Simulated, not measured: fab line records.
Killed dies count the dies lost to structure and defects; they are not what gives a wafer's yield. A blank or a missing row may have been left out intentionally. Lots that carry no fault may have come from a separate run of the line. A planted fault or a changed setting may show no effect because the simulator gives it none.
What tool caused it? / flow sky130 / at 1 step of a route of 708, 11 lots with 33 wafers sampled

== WHAT EACH GAUGE READ, for each wafer ==
SKY_VIA3_THK_MEAS_23: measures by xrf.
lot=L930; measured=day 40 07:51; on=filmMetro-01; VIA3_W_THK (nm)=391 385 391
lot=L934; measured=day 42 10:54; on=filmMetro-02; VIA3_W_THK (nm)=381 384 386
lot=L936; measured=day 42 15:27; on=filmMetro-01; VIA3_W_THK (nm)=394 399 397
lot=L939; measured=day 42 21:08; on=filmMetro-02; VIA3_W_THK (nm)=376 377 378
lot=L941; measured=day 43 18:07; on=filmMetro-01; VIA3_W_THK (nm)=395 393 395
lot=L940; measured=day 43 22:07; on=filmMetro-01; VIA3_W_THK (nm)=396 400 392
lot=L944; measured=day 44 16:21; on=filmMetro-03; VIA3_W_THK (nm)=390 389 385
lot=L942; measured=day 44 16:47; on=filmMetro-02; VIA3_W_THK (nm)=380 389 387
lot=L943; measured=day 44 17:01; on=filmMetro-02; VIA3_W_THK (nm)=380 385 379
lot=L949; measured=day 45 22:13; on=filmMetro-03; VIA3_W_THK (nm)=382 390 394
lot=L951; measured=day 46 02:39; on=filmMetro-03; VIA3_W_THK (nm)=387 381 380

== EACH LOT AND THE TOOL THAT RAN IT (in order: tool; ch and the chambers of the sampled wafers; start) ==
The record shows no process step preceding these readings.

== THE ANSWER, worked out from the rows above alone ==
Rule: what is usual is taken from the lots themselves. Put in order of their means at a reading, lots are off if they are a third of the lots or fewer, leave a main group of 4 or more, and stand apart from it by a gap of 3 or more times the standard deviation of the main group's means; of several such gaps the widest counts. A main group is skipped when, at the precision printed for the reading in the tables above, its means are all equal. A lot without any number at a reading at which 4 lots or more have one is off too. The other lots that the step has rows for count as sound.
No lot is off on any of the readings shown, so nothing can be concluded from this.

== WHAT THE SIMULATOR PUT IN ==
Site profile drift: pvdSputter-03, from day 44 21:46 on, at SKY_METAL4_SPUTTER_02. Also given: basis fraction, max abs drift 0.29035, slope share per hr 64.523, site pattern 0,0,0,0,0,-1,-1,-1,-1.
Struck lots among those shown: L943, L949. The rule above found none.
